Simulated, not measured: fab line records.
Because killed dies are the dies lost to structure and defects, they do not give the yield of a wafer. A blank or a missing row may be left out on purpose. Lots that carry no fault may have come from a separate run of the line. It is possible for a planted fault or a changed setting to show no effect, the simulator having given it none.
Chamber matching :: flow sky130 :: SKY_VIA2_CMP_24 on cmp-02 has 4 sister chambers
The step polishes, stops on SiO2, t overpolish 20 s, target thk 0 nm. 14 wafers are shown with their chamber, then 6 later ones without.

## EACH WAFER AND ITS CHAMBER
wafer: L856.1
chamber: 0
time_to_endpoint_s (s): 96
motor_current_A (A): 10.7

wafer: L856.3
chamber: 2
time_to_endpoint_s (s): 99
motor_current_A (A): 10.6

wafer: L856.5
chamber: 0
time_to_endpoint_s (s): 100
motor_current_A (A): 10.8

wafer: L857.2
chamber: 3
time_to_endpoint_s (s): 105
motor_current_A (A): 10.1

wafer: L857.4
chamber: 0
time_to_endpoint_s (s): 95
motor_current_A (A): 10.2

wafer: L857.5
chamber: 3
time_to_endpoint_s (s): 102
motor_current_A (A): 10.5

wafer: L859.1
chamber: 2
time_to_endpoint_s (s): 97
motor_current_A (A): 11.2

wafer: L859.2
chamber: 1
time_to_endpoint_s (s): 100
motor_current_A (A): 10.4

wafer: L859.5
chamber: 2
time_to_endpoint_s (s): 97
motor_current_A (A): 11.0

wafer: L870.1
chamber: 3
time_to_endpoint_s (s): 100
motor_current_A (A): 10.0

wafer: L870.3
chamber: 1
time_to_endpoint_s (s): 96
motor_current_A (A): 10.9

wafer: L870.4
chamber: 2
time_to_endpoint_s (s): 100
motor_current_A (A): 10.8

wafer: L871.2
chamber: 0
time_to_endpoint_s (s): 97
motor_current_A (A): 10.9

wafer: L871.6
chamber: 3
time_to_endpoint_s (s): 102
motor_current_A (A): 10.2

SIGNATURES (means of the wafers above)
reading: time_to_endpoint_s
chamber 0: 97.00
chamber 1: 98.00
chamber 2: 98.25
chamber 3: 102.25
scatter within a chamber: 2.04

reading: motor_current_A
chamber 0: 10.650
chamber 1: 10.650
chamber 2: 10.900
chamber 3: 10.200
scatter within a chamber: 0.275
Rule: for each reading, subtract the chamber's mean from the wafer's reading, divide by that reading's scatter and square the result; add these up over the readings and take the root, which gives the wafer's distance from the chamber. The wafer belongs to the nearest chamber; if the next one is less than 2 further off, it can't be placed. How the scatter is found: for the shown wafers, subtract from each reading the mean of its chamber, square and add these, divide the total by (wafers less chambers), then take the root.

## WAFERS WHOSE CHAMBER IS MISSING
wafer: L875.1
time_to_endpoint_s (s): 103
motor_current_A (A): 9.7

wafer: L875.3
time_to_endpoint_s (s): 100
motor_current_A (A): 10.6

wafer: L875.4
time_to_endpoint_s (s): 100
motor_current_A (A): 10.5

wafer: L877.1
time_to_endpoint_s (s): 100
motor_current_A (A): 10.3

wafer: L877.3
time_to_endpoint_s (s): 99
motor_current_A (A): 10.5

wafer: L877.5
time_to_endpoint_s (s): 101
motor_current_A (A): 10.4

## CHAMBER TAKEN BY EACH
wafer: L875.1
from the rows above: 3
in truth: 3

wafer: L875.3
from the rows above: can't be placed: 1 or 2 or 0 or 3
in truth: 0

wafer: L875.4
from the rows above: can't be placed: 1 or 3 or 0 or 2
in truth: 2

wafer: L877.1
from the rows above: can't be placed: 3 or 1 or 0 or 2
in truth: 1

wafer: L877.3
from the rows above: can't be placed: 1 or 0 or 2 or 3
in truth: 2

wafer: L877.5
from the rows above: can't be placed: 3 or 1 or 0 or 2
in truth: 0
Placed correctly: 1 of 6. These rows do not allow placing 5 (true chamber among the candidates in 5). Number placed wrongly: 0.
